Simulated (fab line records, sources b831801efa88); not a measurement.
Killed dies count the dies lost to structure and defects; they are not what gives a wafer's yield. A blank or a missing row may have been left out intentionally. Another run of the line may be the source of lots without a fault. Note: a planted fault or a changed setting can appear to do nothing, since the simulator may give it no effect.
Struck lot and sound lot, side by side / flow sfq line / 13 steps out of a route of 325
Sound: these wafers, L938.3, L938.5, L938.6. The struck wafers were L947.1, L947.2, L947.3. The cause is given at the end.
Per side, at each step with rows, come the tool, then ch with its chambers, and then its first start. Under that, the readings that differ: sound wafers / struck wafers / difference of the means / sigmas: that difference in standard deviations of wafers without a fault.
alike: readings with means less than 2 such deviations apart, plus words and numbers identical on both sides. not compared: withheld readings, readings lacking a value on some wafer, bounds such as >300 that could conceal the same value, and numbers that have no deviation in the record and whose values overlap.
Wherever a step has rows on one side only, a row that says differs or no value, or a row with sigmas, the two part there. Numbers that have no deviation but don't overlap get no sigmas and don't part them. A reading that every wafer of one side lacks parts them only if that side has two wafers or more.

first, 1 step without rows for these wafers: SFQ_TRILAYER_M6_DEP_PRE_CLEAN_158 (time 22.5 s).
SFQ_TRILAYER_M6_DEP_SPUTTER_157: material Nb, target thk 200 nm, time 133.3 s.
  sound on pvd sputter-03, day 76 21:09; struck on pvd sputter-04, day 80 02:24
  alike: base pressure pa, throttle valve pct
SFQ_M6_RS_MEAS_938: measures by four-point-probe.
  sound on film metro-04, day 76 21:17; struck on film metro-04, day 80 02:29
  alike: M6_NB_RS
then, 6 steps without rows for these wafers: SFQ_TRILAYER_M6_LITHO_COAT_164 (resist thk 62 nm); SFQ_TRILAYER_M6_LITHO_COAT_159 (resist thk 600 nm); SFQ_TRILAYER_M6_LITHO_SOFTBAKE_163; SFQ_TRILAYER_M6_LITHO_EXPOSE_160 (exposes mask M6, target cd 500 nm); SFQ_TRILAYER_M6_LITHO_PEB_162 (peb time 58.65 s); SFQ_TRILAYER_M6_LITHO_DEVELOP_161 (time 60 s).
-- the record jumps here: 4 days lie between the struck wafers' starts before and after --
SFQ_M6_OVL_MEAS_940:
  sound on overlay-02, day 81 04:20; struck on overlay-02, day 84 07:49
  alike: M6_OVL
SFQ_TRILAYER_M6_BARC_OPEN_METAL_ETCH_206: etches BARC in O2, target depth 125 nm, time 41.7 s.
  sound on rie metal-04 ch 0,1, day 81 04:23; struck on rie metal-04 ch 0,1, day 84 07:51
  alike: bias w, drypump motor current A, oes product au
  not compared: rf hours counter h
SFQ_TRILAYER_M6_ETCH_METAL_ETCH_162: etches Nb in Cl2/Ar, stops on SiO2, target depth 240 nm, time 120 s.
  sound on rie metal-04 ch 0,1, day 81 04:28; struck on rie metal-04 ch 0,1, day 84 07:55
reading=bias w (W); sound=79.83 79.92 79.89; struck=97.57 97.45 97.25; difference=+17.54; sigmas=+70
reading=model.KrF_of_TRILAYER_M6_LITHO_COAT_159.thk nm (nm); sound=382.4 383.5 384.1; struck=369.2 372.5 370; difference=-12.8; sigmas=
reading=model.SiO2_of_TRILAYER_A5C_DEP_PECVD_142.thk nm (nm); sound=62.23 62.97 62.98; struck=60.21 59.85 59.39; difference=-2.91; sigmas=
  alike: drypump motor current A, oes product au
  not compared: rf hours counter h
SFQ_TRILAYER_M6_STRIP_STRIP_163: strips in O2.
  sound on rie metal-04 ch 0,1, day 81 04:44; struck on rie metal-04 ch 0,1, day 84 08:02
  alike: drypump motor current A, oes product au
  not compared: rf hours counter h

## WHERE THEY PART
Only at SFQ_TRILAYER_M6_ETCH_METAL_ETCH_162, within this record. Later steps at which nothing parts them and some readings are alike: SFQ_TRILAYER_M6_STRIP_STRIP_163.

WHY: the cause the simulator had injected
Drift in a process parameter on rie metal-04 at SFQ_TRILAYER_M6_ETCH_METAL_ETCH_162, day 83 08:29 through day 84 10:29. A move of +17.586 in setting bias w, from 80. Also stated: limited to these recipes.
